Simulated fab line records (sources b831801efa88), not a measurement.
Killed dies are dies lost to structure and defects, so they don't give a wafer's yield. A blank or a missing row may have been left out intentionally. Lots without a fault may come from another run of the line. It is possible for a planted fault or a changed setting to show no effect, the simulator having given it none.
What tool caused it? -- flow sfq_line -- 14 lots, 42 wafers sampled, at 2 steps of a route of 325

== WHAT THE GAUGES SHOWED, per wafer ==
SFQ_I5_OVL_MEAS_936. Usual: I5_OVL typically reads -2 nm, with standard deviation 5.4.
lot,measured,on,I5_OVL (nm),flag
L710,day 66 08:02,overlay-01,-3 -9 4,
L711,day 66 10:26,overlay-02,-2 4 -2,
L712,day 66 11:38,overlay-02,-7 -11 -10,
L714,day 66 15:14,overlay-02,-1 0 -4,
L715,day 66 17:38,overlay-02,-8 -2 -5,
L716,day 66 20:02,overlay-01,2 7 -3,
L717,day 66 21:14,overlay-02,-10 -6 -9,
L718,day 67 02:02,overlay-02,-7 -1 -2,
L721,day 67 10:26,overlay-01,-7 -2 -10,
L722,day 67 14:02,overlay-02,3 -4 -3,
L726,day 68 15:22,overlay-02,-4 -3 -3,
L729,day 68 23:46,overlay-02,6 3 -7,
L730,day 69 03:22,overlay-02,3 6 5,
L731,day 69 04:34,overlay-01,-1 2 -1,

== TOOL THAT RAN EACH LOT (tool first, then ch and the chambers of the sampled wafers, then the start) ==
lot,SFQ_TRILAYER_M2_DEP_SPUTTER_055
L710,"pvd_sputter-03, day 23 18:20"
L711,"pvd_sputter-03, day 23 23:53"
L712,"pvd_sputter-03, day 24 10:41"
L714,"pvd_sputter-05, day 25 10:13"
L715,"pvd_sputter-04, day 25 19:49"
L716,"pvd_sputter-05, day 25 23:25"
L717,"pvd_sputter-04, day 26 02:25"
L718,"pvd_sputter-05, day 26 07:13"
L721,"pvd_sputter-05, day 27 07:01"
L722,"pvd_sputter-03, day 27 17:22"
L726,"pvd_sputter-04, day 29 06:50"
L729,"pvd_sputter-04, day 30 22:16"
L730,"pvd_sputter-05, day 31 05:35"
L731,"pvd_sputter-03, day 31 09:11"
- SFQ_TRILAYER_M2_DEP_SPUTTER_055: material Nb, target thk 200 nm, time 133.3 s.

== WHAT THE TOOLS THEMSELVES READ (means of the sampled wafers that have a number; where no wafer has one, the mark that the record gives instead) ==
SFQ_TRILAYER_M2_DEP_SPUTTER_055. Usual: substrate_temp_c 20.01 C, standard deviation 0.1; throttle_valve_pct 30.2 %, standard deviation 1.1.
lot,tool,substrate_temp_c (C),throttle_valve_pct (%),flag
L710,pvd_sputter-03,20.04,29.2,
L711,pvd_sputter-03,20.05,29.8,
L712,pvd_sputter-03,20.02,29.5,
L714,pvd_sputter-05,19.91,30.8,
L715,pvd_sputter-04,20.08,30.1,
L716,pvd_sputter-05,19.95,30.1,
L717,pvd_sputter-04,19.93,30.1,
L718,pvd_sputter-05,20.03,31.0,
L721,pvd_sputter-05,19.99,30.2,
L722,pvd_sputter-03,20.04,29.0,
L726,pvd_sputter-04,19.95,30.1,
L729,pvd_sputter-04,19.93,30.2,
L730,pvd_sputter-05,20.00,30.4,
L731,pvd_sputter-03,20.05,29.5,

== THE ANSWER, worked out from the rows above alone ==
Rule: lot off if the mean of its wafers having a number is beyond 3 standard deviations from the usual mean. A lot without any number at a reading at which 4 lots or more have one is off too. All remaining lots with rows at the step are treated as sound. Order of review: gauges by route order, followed by the tools' own readings, for which a lot's mean as printed above is used. The first step at which some lot is off is used, and at that step the reading that is off furthest; a lot without a number counts as furthest.
None of the lots is off at any reading shown; this tells nothing.

== WHAT THE SIMULATOR PUT IN ==
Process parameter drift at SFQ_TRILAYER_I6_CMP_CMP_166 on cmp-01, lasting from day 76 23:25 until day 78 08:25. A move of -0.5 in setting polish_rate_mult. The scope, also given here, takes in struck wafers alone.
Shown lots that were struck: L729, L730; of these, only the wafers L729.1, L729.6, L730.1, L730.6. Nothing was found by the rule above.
